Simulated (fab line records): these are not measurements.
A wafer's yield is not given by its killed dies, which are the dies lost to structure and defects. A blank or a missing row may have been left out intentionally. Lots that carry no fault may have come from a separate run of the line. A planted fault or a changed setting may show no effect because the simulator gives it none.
Which of the tools did it? ; flow gf180mcu ; 13 lots with 39 wafers sampled at 5 steps, on a route of 602 steps

## WHAT EACH GAUGE READ, for each wafer
GF_VT_IMPLANT_RS_MEAS_48: the measuring method here is four-point-probe.
lot;measured;on;LVPWELL_RS (ohm/sq)
L948;day 7 17:47;filmMetro-03;1196 1200 1199
L950;day 8 05:44;filmMetro-02;1203 1200 1200
L953;day 9 04:19;filmMetro-02;1199 1198 1200
L957;day 10 07:55;filmMetro-03;1198 1194 1197
L958;day 10 13:42;filmMetro-02;1157 1161 1162
L960;day 11 05:27;filmMetro-03;1159 1160 1156
L963;day 12 13:45;filmMetro-04;1197 1196 1195
L964;day 12 14:58;filmMetro-04;1198 1199 1198
L965;day 12 23:31;filmMetro-03;1199 1199 1196
L967;day 13 04:14;filmMetro-03;1197 1196 1195
L966;day 13 04:34;filmMetro-02;1196 1193 1190
L968;day 13 14:09;filmMetro-03;1199 1199 1198
L969;day 14 02:08;filmMetro-04;1196 1198 1201

GF_V3_THK_MEAS_01.
lot;measured;on;V3_CVD_00_THK (nm)
L948;day 21 09:47;filmMetro-01;601 602 595
L950;day 22 03:49;filmMetro-02;592 594 597
L953;day 23 14:34;filmMetro-04;597 599 594
L957;day 25 01:32;filmMetro-01;597 593 594
L958;day 25 10:11;filmMetro-02;592 603 594
L960;day 26 03:08;filmMetro-01;596 600 597
L963;day 27 07:19;filmMetro-04;607 605 607
L964;day 27 09:58;filmMetro-02;604 603 605
L965;day 27 16:39;filmMetro-04;592 600 597
L967;day 28 01:03;filmMetro-02;593 597 597
L966;day 28 00:43;filmMetro-04;604 607 602
L968;day 28 10:28;filmMetro-04;613 614 609
L969;day 28 22:55;filmMetro-02;604 603 604

GF_V3_OVL_MEAS_15.
lot;measured;on;V3_OVL (nm)
L948;day 22 09:55;overlay-02;0 -2 -2
L950;day 23 02:58;overlay-01;-2 -4 -3
L953;day 24 13:25;overlay-02;8 7 4
L957;day 25 23:36;overlay-02;5 10 9
L958;day 26 08:08;overlay-01;6 4 3
L960;day 27 00:10;overlay-01;5 -5 3
L963;day 28 04:01;overlay-02;-3 -4 -6
L964;day 28 05:46;overlay-01;-1 -4 -1
L965;day 28 13:46;overlay-01;-6 -2 -8
L967;day 28 20:30;overlay-01;6 7 8
L966;day 28 20:10;overlay-01;3 4 -5
L968;day 29 05:49;overlay-02;-9 -1 -7
L969;day 29 18:29;overlay-01;4 7 4

## WHAT TOOL EACH LOT RAN ON (gives the tool, then ch and the chambers of the sampled wafers, and finally the start)
lot;GF_LVPWELL_IMPLANT_09;GF_V2_STRIP_18
L948;implanter-03 ch 0, day 4 02:55;plasmaAsher-04 ch 0,1, day 20 07:20
L950;implanter-03 ch 0, day 4 13:05;plasmaAsher-03 ch 1, day 21 02:01
L953;implanter-03 ch 0, day 5 07:10;plasmaAsher-01 ch 0,1, day 22 13:52
L957;implanter-04 ch 0, day 6 04:26;plasmaAsher-03 ch 0,1, day 24 01:04
L958;implanter-03 ch 0, day 6 08:36;plasmaAsher-04 ch 0,1, day 24 10:43
L960;implanter-03 ch 0, day 6 20:56;plasmaAsher-04 ch 0,1, day 25 03:37
L963;implanter-02 ch 0, day 8 01:32;plasmaAsher-03 ch 0,1, day 26 08:10
L964;implanter-04 ch 0, day 8 02:13;plasmaAsher-03 ch 0,1, day 26 11:58
L965;implanter-04 ch 0, day 8 09:28;plasmaAsher-03 ch 0,1, day 26 18:04
L967;implanter-04 ch 0, day 8 12:30;plasmaAsher-03 ch 0,1, day 27 03:04
L966;implanter-04 ch 0, day 8 13:23;plasmaAsher-04 ch 0,1, day 27 02:21
L968;implanter-02 ch 0, day 8 21:42;plasmaAsher-01 ch 0,1, day 27 12:58
L969;implanter-04 ch 0, day 9 07:53;plasmaAsher-01 ch 0,1, day 28 01:03
- GF_LVPWELL_IMPLANT_09
- GF_V2_STRIP_18: strips in O2/N2.

## AS READ BY THE TOOLS THEMSELVES (means over the sampled wafers that have a number; for cases with no such wafer, the mark the record gives instead)
GF_LVPWELL_IMPLANT_09.
lot;tool;beamOnS (s);faradayCurrentUA
L948;implanter-03;9.96;28.3
L950;implanter-03;9.96;28.3
L953;implanter-03;10.18;27.7
L957;implanter-04;9.99;28.2
L958;implanter-03;11.57;24.3
L960;implanter-03;12.00;23.5
L963;implanter-02;9.89;28.4
L964;implanter-04;9.81;28.7
L965;implanter-04;10.05;28.1
L967;implanter-04;9.95;28.3
L966;implanter-04;10.11;27.9
L968;implanter-02;9.94;28.3
L969;implanter-04;10.24;27.5

GF_V2_STRIP_18.
lot;tool;drypumpMotorCurrentA (A);heaterPowerW (W);oesProductAu (a.u.)
L948;plasmaAsher-04;5.7;324;0.587
L950;plasmaAsher-03;6.4;282;0.589
L953;plasmaAsher-01;5.9;336;0.593
L957;plasmaAsher-03;6.3;300;0.589
L958;plasmaAsher-04;5.7;321;0.586
L960;plasmaAsher-04;5.7;326;0.589
L963;plasmaAsher-03;6.2;313;0.592
L964;plasmaAsher-03;6.2;312;0.597
L965;plasmaAsher-03;6.2;317;0.594
L967;plasmaAsher-03;6.3;298;0.595
L966;plasmaAsher-04;5.7;324;0.596
L968;plasmaAsher-01;5.9;351;0.590
L969;plasmaAsher-01;5.9;337;0.589

## THE ANSWER, worked out from the rows above alone
Rule: what is usual is taken from the lots themselves. The widest of any qualifying gaps counts: lots, ordered by their means at a reading, are off when they make up no more than a third of the lots, leave a main group of 4 or more, and stand apart from it by 3 or more times the standard deviation of that group's means. A main group is skipped when, at the precision printed for the reading in the tables above, its means are all equal. Also off: a lot with no number at a reading for which 4 or more lots have one. Where the step has rows for the other lots, those lots are counted as sound. After the gauges, taken in route order, come the tools' own readings; for these a lot's mean is taken, as printed above. The first step at which some lot is off is used, and at that step the reading that is off furthest; a lot without a number counts as furthest.
Off: L958, L960, seen at GF_VT_IMPLANT_RS_MEAS_48 (LVPWELL_RS). The main group has a mean of 1198 ohm/sq with a standard deviation of 2.
A tool fits if, at a process step before that reading, it ran every lot that is off, and no sound lot after the first of them. The gauges at GF_VT_IMPLANT_RS_MEAS_48 aren't tried: what is off there is off at GF_LVPWELL_IMPLANT_09 too, on other tools, and a gauge's error can't cause that. One candidate fits, namely implanter-03 at GF_LVPWELL_IMPLANT_09. Its last sound lot is L953 (day 5 07:10), its first lot that is off L958 (day 6 08:36): a fault that began between those two fits.
The tool's own readings at GF_LVPWELL_IMPLANT_09 bear it out: on the lots that are off they differ by more than 5 times the standard deviation of the sound lots' means. beamOnS reads 11.79 s there against 10.01 s on the sound lots; faradayCurrentUA reads 23.9 there against 28.2 on the sound lots.

## WHAT THE SIMULATOR PUT IN
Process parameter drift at GF_LVPWELL_IMPLANT_09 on implanter-03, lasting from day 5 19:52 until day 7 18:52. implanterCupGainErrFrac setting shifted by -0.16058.
Struck lots among those shown: L958, L960. This agrees with what the rule above found.
